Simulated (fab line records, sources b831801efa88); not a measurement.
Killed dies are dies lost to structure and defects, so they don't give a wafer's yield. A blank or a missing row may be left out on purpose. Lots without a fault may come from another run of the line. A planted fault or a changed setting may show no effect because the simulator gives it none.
Problem report in the 8D (eight disciplines) form, filled by code | flow sfq_line | the parts of the form that need people (team, actions taken, sign-off) are left out

1. THE PROBLEM
oes_product_au at SFQ_TRILAYER_M3_BARC_OPEN_METAL_ETCH_100 reads a mean of 0.819 a.u. on 1 wafer of 1 lot; wafers without a fault read 0.685 a.u. with a standard deviation of 0.0045. That is +30 standard deviations from the usual mean.
The step: etches BARC in O2, target depth 125 nm, time 41.7 s.
First seen on wafer L857.2, day 31 11:20, on rie_metal-03. The record holds 38 wafers of 13 lots with a number at this step. Rule for "out", or "out of limits": more than 4 standard deviations from the usual mean. The other wafers with a number count as sound.

2. WHAT IT IS AND WHAT IT IS NOT
question                    | is                           | is not
which readings at this step | oes_product_au, run_length_s | drypump_motor_current_A
which lots                  | L857                         | L845, L846, L848, L858, L859, L860, L863, L864, L865, L866, L867, L868
which wafers of those lots  | L857.2                       | L857.6
read on which tools         | rie_metal-03                 | rie_metal-02, rie_metal-04
when                        | from day 31 11:20            | up to then (10 sound wafers); but 27 sound wafers of L858, L859, L860, L863, L864, L865, L866, L867, L868 came after

3. SUSPECTS, AND WHAT RULES EACH OUT
Counting: a tool at a process step up to the reading stays a suspect if it ran every lot that is out. Sound lots after the first of them don't rule it out here, since some wafers of a struck lot are sound.
- rie_metal-03 at SFQ_TRILAYER_M3_BARC_OPEN_METAL_ETCH_100 (etches BARC in O2, target depth 125 nm, time 41.7 s): kept. It ran the lot that is out, L857 (day 31 11:20); its last sound lot up to then is L848 (day 28 21:23). Its own readings are out on those wafers: oes_product_au, run_length_s.
- Within rie_metal-03 at SFQ_TRILAYER_M3_BARC_OPEN_METAL_ETCH_100: the wafers that are out ran in chamber 0; their sound lot-mates ran in chamber 1.
Left after counting: rie_metal-03 at SFQ_TRILAYER_M3_BARC_OPEN_METAL_ETCH_100.

4. THE CAUSE (what the simulator had put in)
Process parameter drift: rie_metal-03, from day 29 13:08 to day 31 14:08, at SFQ_TRILAYER_M3_BARC_OPEN_METAL_ETCH_100. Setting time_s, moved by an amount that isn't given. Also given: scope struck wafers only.
Counting left only this tool.

5. THE CHAIN OF EFFECTS, in route order
Each row: a reading whose mean over the struck wafers that have a number lies more than 3 standard deviations from the usual. Only readings for which the record gives a usual standard deviation are gone through. hours: the time from each lot's start at the first step in this table that gives one to its start at this step, as a median over the lots. sigmas: the change in usual standard deviations.
hours | step                                     | reading        | usual      | on struck wafers | change | sigmas
0     | SFQ_TRILAYER_M3_BARC_OPEN_METAL_ETCH_100 | oes_product_au | 0.685 a.u. | 0.819            | +0.134 | +30
0     | SFQ_TRILAYER_M3_BARC_OPEN_METAL_ETCH_100 | run_length_s   | 70.3 s     | 60.8             | -9.5   | -9.5
The process steps in it:
- SFQ_TRILAYER_M3_BARC_OPEN_METAL_ETCH_100: etches BARC in O2, target depth 125 nm, time 41.7 s.

6. WHAT WOULD HAVE CAUGHT IT SOONER
In this record the first reading out of limits was taken at day 31 11:20, 46 hours after the fault began at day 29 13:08.
